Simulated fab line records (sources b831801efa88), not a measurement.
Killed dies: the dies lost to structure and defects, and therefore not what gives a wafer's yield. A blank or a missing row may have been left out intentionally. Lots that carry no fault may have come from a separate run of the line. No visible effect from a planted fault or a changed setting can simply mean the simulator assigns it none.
Struck lot and sound lot, side by side ; flow sky130 ; 21 steps out of a route of 708
Sound: the wafers L311.3, L311.4, L311.5. The struck wafers were L320.2, L320.3, L320.5. Last of all comes the cause.
Per side, at each step with rows, come the tool, then ch with its chambers, and then its first start. Under that, the readings that differ: sound wafers ; struck wafers ; difference of the means ; sigmas: that difference in standard deviations of wafers without a fault.
alike: same words and numbers on both sides, and readings whose means sit less than 2 such deviations apart. not compared: any withheld reading, any reading some wafer has no value for, any bound like >300 that may hide the same value, and any number with overlapping values for which the record gives no deviation.
A row with sigmas, a row that says differs or no value, or rows on one side alone: a step with any of these is where the two part. Numbers that have no deviation but don't overlap get no sigmas and don't part them. A reading that every wafer of one side lacks parts them only if that side has two wafers or more.

SKY_POLY_GATE_THK_MEAS_21:
  sound on film_metro-01 at day 17 08:54; struck on film_metro-01 at day 20 23:37
  alike: POLY_GATE_OXIDATION_THK
SKY_POLY_GATE_CD_MEAS_22:
  sound on cd_sem-02 at day 17 09:00; struck on cd_sem-02 at day 20 23:41
  alike: cd_nm
then, 7 steps without rows for these wafers: SKY_LDD_N_DEHYDRATE_00 (time 60 s); SKY_LDD_N_HMDS_01 (prime time 60 s); SKY_LDD_N_COAT_02 (resist thk 300 nm); SKY_LDD_N_SOFTBAKE_03 (time 60 s); SKY_LDD_N_EXPOSE_04 (exposes mask NTM, target cd 840 nm); SKY_LDD_N_PEB_05; SKY_LDD_N_DEVELOP_06 (develop time 60 s).
SKY_LDD_N_OVL_MEAS_07:
  sound on overlay-01 at day 18 13:29; struck on overlay-01 at day 22 06:41
reading;sound;struck;difference;sigmas
LDD_N_OVL (nm);1.7 1.0 0.8;-2.6 -2.2 0.0;-2.8;-2
then, 2 steps without rows for these wafers: SKY_LDD_N_IMPLANT_08; SKY_LDD_N_IMPLANT_09.
SKY_LDD_N_IMPLANT_10:
  sound on implanter-04 ch 0, day 18 13:52; struck on implanter-01 ch 0, day 22 07:03
reading;sound;struck;difference;sigmas
implant_ion_amu;75 75 75;31 31 31;-44;
model.implant.rp_nm (nm);15.94 15.94 15.94;27.82 27.82 27.82;+11.88;
model.implant.drp_nm (nm);7.212 7.212 7.212;12.97 12.97 12.97;+5.76;
then, 5 steps without rows for these wafers: SKY_LDD_N_IMPLANT_11; SKY_LDD_N_IMPLANT_12; SKY_LDD_N_IMPLANT_13; SKY_LDD_N_IMPLANT_14; SKY_LDD_N_IMPLANT_15.
SKY_LDD_N_STRIP_16: strips in O2/N2.
  sound on plasma_asher-04 ch 0,1, day 18 14:45; struck on plasma_asher-02 ch 0, day 22 07:55
reading;sound;struck;difference;sigmas
strip_time_to_endpoint_s (s);4.330 4.354 4.337;4.256 4.235 4.213;-0.106;-6
  alike: drypump_motor_current_A, oes_product_au
  not compared: rf_hours_counter_h
SKY_LDD_N_TW_MEAS_17:
  sound on film_metro-02 at day 18 14:50; struck on film_metro-02 at day 22 08:02
reading;sound;struck;difference;sigmas
LDD_N_TW;2584 2591 2588;2537 2536 2534;-52;-2
-- record jumps: 27 days separate the struck wafers' starts on either side; left off in module LDD_N, taken up again in module PAD_OPEN, whose first shown step is the route's number 708 --
SKY_PAD_OPEN_PROBE_99:
  sound on prober-02 at day 46 10:38; struck on prober-01 at day 48 21:34
reading;sound;struck;difference;sigmas
killed_at_contacts;38 29 36;21 25 18;-13;-3
model.etest.tip_n.rs_ohm_sq;434.4 436.9 437.1;388.1 388.1 388.8;-47.8;
model.etest.nfet_01v8_lvt.drive_ua_um;591.8 587.8 584.2;610.2 623.5 629.2;+33.0;
model.etest.nfet_01v8_turned.drive_ua_um;517.8 514.7 504.4;539.8 545.2 560.6;+36.2;
model.etest.nfet_01v8.drive_ua_um;519 514.1 513.2;532.3 538.2 553.6;+25.9;
model.etest.sram_nfet_pass.drive_ua_um;503.3 486.1 505.8;527.1 538.5 549.9;+40.1;
model.etest.nfet_01v8_swapped.drive_ua_um;518.6 516.7 507.8;529.3 538.5 556.6;+27.1;
model.etest.res_ndiff.rs_ohm_sq;119.8 121.4 121.3;116.9 117.2 116.8;-3.9;
  alike: killed_at_M0_to_M3, killed_at_M4_up, killed_at_front_end, killed_at_other, killed_dies, killed_open, killed_short
  not compared: model.etest.nfet_01v8.r_on_ohm_um

WHERE THEY PART
First at SKY_LDD_N_OVL_MEAS_07; last, within this record, at SKY_PAD_OPEN_PROBE_99.

WHY: the cause the simulator had injected
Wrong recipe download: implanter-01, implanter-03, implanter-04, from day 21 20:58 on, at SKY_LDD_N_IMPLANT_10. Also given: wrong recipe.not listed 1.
